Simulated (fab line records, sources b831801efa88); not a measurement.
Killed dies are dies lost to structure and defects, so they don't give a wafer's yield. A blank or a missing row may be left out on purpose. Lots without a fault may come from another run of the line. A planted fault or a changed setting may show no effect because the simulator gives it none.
Which tool did it? | flow sky130 | 10 lots, 29 wafers sampled, at 6 steps of a route of 708

WHAT THE GAUGES READ, wafer by wafer
SKY_VIA3_CD_MEAS_12: target cd 200 nm.
lot  | measured     | on        | cd_nm (nm)
L471 | day 39 09:38 | cd_sem-01 | 198.7 198.6 198.9
L473 | day 40 06:38 | cd_sem-01 | 199.8 198.0 200.6
L474 | day 40 15:32 | cd_sem-02 | 200.1 201.2 199.4
L476 | day 41 01:40 | cd_sem-02 | 201.0 200.4 200.4
L478 | day 41 21:56 | cd_sem-01 | 197.2 199.1 198.1
L479 | day 42 03:00 | cd_sem-01 | 199.4 200.3 198.6
L481 | day 42 18:02 | cd_sem-01 | 198.3 199.4 197.7
L482 | day 42 21:14 | cd_sem-02 | 199.3 198.4 198.4
L487 | day 45 06:01 | cd_sem-01 | 199.2 198.1
L492 | day 46 13:26 | cd_sem-02 | 200.7 202.1 201.1

SKY_METAL5_RS_MEAS_05: measures by four-point-probe.
lot  | measured     | on            | METAL5_ALCU_RS (ohm/sq)
L471 | day 42 16:47 | film_metro-02 | 0.02777 0.02733 0.02769
L473 | day 43 10:42 | film_metro-01 | 0.02685 0.02658 0.02663
L474 | day 43 20:02 | film_metro-01 | 0.02713 0.02699 0.02693
L476 | day 44 04:27 | film_metro-04 | 0.02712 0.02696 0.02721
L478 | day 44 22:49 | film_metro-01 | 0.02694 0.0268 0.02704
L479 | day 45 03:33 | film_metro-02 | 0.02746 0.02711 0.02716
L481 | day 45 16:22 | film_metro-02 | 0.02683 0.02678 0.02676
L482 | day 45 21:08 | film_metro-04 | 0.02667 0.02654 0.02665
L487 | day 48 01:00 | film_metro-04 | 0.04212 0.02733 0.04215 0.02731
L492 | day 49 04:29 | film_metro-01 | 0.02693 0.02706 0.0272

SKY_METAL5_THK_MEAS_06: measures by xrf.
lot  | measured     | on            | METAL5_ALCU_THK (nm)
L471 | day 42 16:54 | film_metro-02 | 1084 1103 1091
L473 | day 43 10:49 | film_metro-01 | 1132 1146 1145
L474 | day 43 20:09 | film_metro-01 | 1131 1133 1137
L476 | day 44 04:34 | film_metro-04 | 1130 1133 1129
L478 | day 44 22:56 | film_metro-01 | 1128 1119 1116
L479 | day 45 03:40 | film_metro-02 | 1099 1119 1111
L481 | day 45 16:29 | film_metro-02 | 1128 1127 1128
L482 | day 45 21:15 | film_metro-04 | 1146 1160 1153
L487 | day 48 03:23 | film_metro-04 | 730 1125 732 1117
L492 | day 49 04:35 | film_metro-01 | 1126 1120 1118

WHICH TOOL RAN EACH LOT (tool, then ch and the chambers of the sampled wafers, then the start)
lot  | SKY_METAL4_SPUTTER_03        | SKY_METAL5_SPUTTER_00        | SKY_METAL5_SPUTTER_02
L471 | pvd_sputter-01, day 39 11:13 | pvd_sputter-03, day 42 16:37 | pvd_sputter-03, day 42 16:39
L473 | pvd_sputter-03, day 40 08:16 | pvd_sputter-04, day 43 10:32 | pvd_sputter-04, day 43 10:35
L474 | pvd_sputter-01, day 40 17:11 | pvd_sputter-04, day 43 19:52 | pvd_sputter-04, day 43 19:55
L476 | pvd_sputter-01, day 41 03:16 | pvd_sputter-04, day 44 04:17 | pvd_sputter-04, day 44 04:20
L478 | pvd_sputter-03, day 41 23:32 | pvd_sputter-04, day 44 22:40 | pvd_sputter-04, day 44 22:43
L479 | pvd_sputter-03, day 42 04:35 | pvd_sputter-03, day 45 03:22 | pvd_sputter-03, day 45 03:25
L481 | pvd_sputter-01, day 42 19:39 | pvd_sputter-03, day 45 16:11 | pvd_sputter-03, day 45 16:14
L482 | pvd_sputter-01, day 42 22:51 | pvd_sputter-02, day 45 20:58 | pvd_sputter-02, day 45 21:01
L487 | pvd_sputter-01, day 45 07:36 | pvd_sputter-03, day 48 00:46 | pvd_sputter-03, day 48 00:49
L492 | pvd_sputter-04, day 46 15:00 | pvd_sputter-02, day 49 04:17 | pvd_sputter-02, day 49 04:20
- SKY_METAL4_SPUTTER_03: material Ti, target thk 5 nm, time 3.3 s.
- SKY_METAL5_SPUTTER_00: material Ti, target thk 15 nm, time 10 s.
- SKY_METAL5_SPUTTER_02: material AlCu, target thk 1150 nm, time 61.2 s.

WHAT THE TOOLS THEMSELVES READ (means of the sampled wafers that have a number; where no wafer has one, the mark that the record gives instead)
SKY_METAL4_SPUTTER_03.
lot  | tool           | throttle_valve_pct (%)
L471 | pvd_sputter-01 | 31.1
L473 | pvd_sputter-03 | 30.0
L474 | pvd_sputter-01 | 30.2
L476 | pvd_sputter-01 | 29.9
L478 | pvd_sputter-03 | 30.1
L479 | pvd_sputter-03 | 31.1
L481 | pvd_sputter-01 | 29.8
L482 | pvd_sputter-01 | 29.9
L487 | pvd_sputter-01 | 30.8
L492 | pvd_sputter-04 | 29.5

SKY_METAL5_SPUTTER_00.
lot  | tool           | throttle_valve_pct (%)
L471 | pvd_sputter-03 | 30.3
L473 | pvd_sputter-04 | 30.6
L474 | pvd_sputter-04 | 30.5
L476 | pvd_sputter-04 | 31.0
L478 | pvd_sputter-04 | 29.4
L479 | pvd_sputter-03 | 30.7
L481 | pvd_sputter-03 | 30.7
L482 | pvd_sputter-02 | 30.0
L487 | pvd_sputter-03 | 30.7
L492 | pvd_sputter-02 | 30.0

SKY_METAL5_SPUTTER_02.
lot  | tool           | throttle_valve_pct (%)
L471 | pvd_sputter-03 | 30.2
L473 | pvd_sputter-04 | 30.5
L474 | pvd_sputter-04 | 30.5
L476 | pvd_sputter-04 | 31.0
L478 | pvd_sputter-04 | 29.4
L479 | pvd_sputter-03 | 30.6
L481 | pvd_sputter-03 | 30.5
L482 | pvd_sputter-02 | 30.0
L487 | pvd_sputter-03 | 30.5
L492 | pvd_sputter-02 | 29.9

THE ANSWER, worked out from the rows above alone
Rule: what is usual is taken from the lots themselves. Put in order of their means at a reading, lots are off if they are a third of the lots or fewer, leave a main group of 4 or more, and stand apart from it by a gap of 3 or more times the standard deviation of the main group's means; of several such gaps the widest counts. A main group whose means are all the same, to the digits that the tables above print for the reading, isn't used. A lot without any number at a reading at which 4 lots or more have one is off too. The other lots that the step has rows for count as sound. The gauges are gone through in route order, then the tools' own readings, and for those a lot's mean is taken as printed above. The first step at which some lot is off is used, and at that step the reading that is off furthest; a lot without a number counts as furthest.
Off: L487, at SKY_METAL5_RS_MEAS_05 (METAL5_ALCU_RS). The main group: mean 0.027 ohm/sq, standard deviation 0.00028.
A tool fits if, at a process step before that reading, it ran every lot that is off, and no sound lot after the first of them. The gauges at SKY_METAL5_RS_MEAS_05 are tried like those tools. Can't be told from this: 3 tools fit, pvd_sputter-01 at SKY_METAL4_SPUTTER_03, pvd_sputter-03 at SKY_METAL5_SPUTTER_00 and SKY_METAL5_SPUTTER_02, film_metro-04 at SKY_METAL5_RS_MEAS_05.

WHAT THE SIMULATOR HAD PUT IN
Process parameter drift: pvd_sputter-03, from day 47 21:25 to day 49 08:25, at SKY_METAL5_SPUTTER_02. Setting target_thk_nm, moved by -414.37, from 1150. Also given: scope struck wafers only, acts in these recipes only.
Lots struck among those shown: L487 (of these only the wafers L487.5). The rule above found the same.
